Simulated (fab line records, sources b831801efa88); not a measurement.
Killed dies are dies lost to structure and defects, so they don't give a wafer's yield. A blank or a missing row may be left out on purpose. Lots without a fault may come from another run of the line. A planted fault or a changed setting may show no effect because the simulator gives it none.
Which tool did it? | flow gf180mcu | 7 lots, 21 wafers sampled, at 2 steps of a route of 602

WHAT THE GAUGES READ, wafer by wafer
GF_PSD_CD_MEAS_07: target cd 400 nm.
lot  | measured     | on        | cd_nm (nm)
L638 | day 14 12:18 | cd_sem-02 | 398.1 396.6 398.8
L644 | day 16 14:52 | cd_sem-01 | 402.4 400.5 400.2
L646 | day 17 10:07 | cd_sem-01 | 390.4 389.1 387.9 390.4 388.9 387.9
L652 | day 19 19:14 | cd_sem-01 | 400.5 401.5 402.9
L654 | day 20 08:54 | cd_sem-02 | 399.5 400.6 401.1
L657 | day 21 08:40 | cd_sem-02 | 400.9 398.2 399.0
L660 | day 22 06:51 | cd_sem-01 | 401.0 400.6 402.1

WHICH TOOL RAN EACH LOT (tool, then ch and the chambers of the sampled wafers, then the start)
lot  | GF_PSD_DEVELOP_06
L638 | litho_track-02 ch 0, day 14 12:10
L644 | litho_track-02 ch 0, day 16 14:43
L646 | litho_track-03 ch 0, day 17 09:58
L652 | litho_track-03 ch 0, day 19 19:05
L654 | litho_track-04 ch 0, day 20 08:45
L657 | litho_track-02 ch 0, day 21 08:31
L660 | litho_track-04 ch 0, day 22 06:42
- GF_PSD_DEVELOP_06: develop time 60 s.

THE ANSWER, worked out from the rows above alone
Rule: what is usual is taken from the lots themselves. Put in order of their means at a reading, lots are off if they are a third of the lots or fewer, leave a main group of 4 or more, and stand apart from it by a gap of 3 or more times the standard deviation of the main group's means; of several such gaps the widest counts. A main group whose means are all the same, to the digits that the tables above print for the reading, isn't used. A lot without any number at a reading at which 4 lots or more have one is off too. The other lots that the step has rows for count as sound.
Off: L646, at GF_PSD_CD_MEAS_07 (cd_nm). The main group: mean 400.2 nm, standard deviation 1.3.
A tool fits if, at a process step before that reading, it ran every lot that is off, and no sound lot after the first of them. The gauges at GF_PSD_CD_MEAS_07 are tried like those tools. None of those tried fits.

WHAT THE SIMULATOR HAD PUT IN
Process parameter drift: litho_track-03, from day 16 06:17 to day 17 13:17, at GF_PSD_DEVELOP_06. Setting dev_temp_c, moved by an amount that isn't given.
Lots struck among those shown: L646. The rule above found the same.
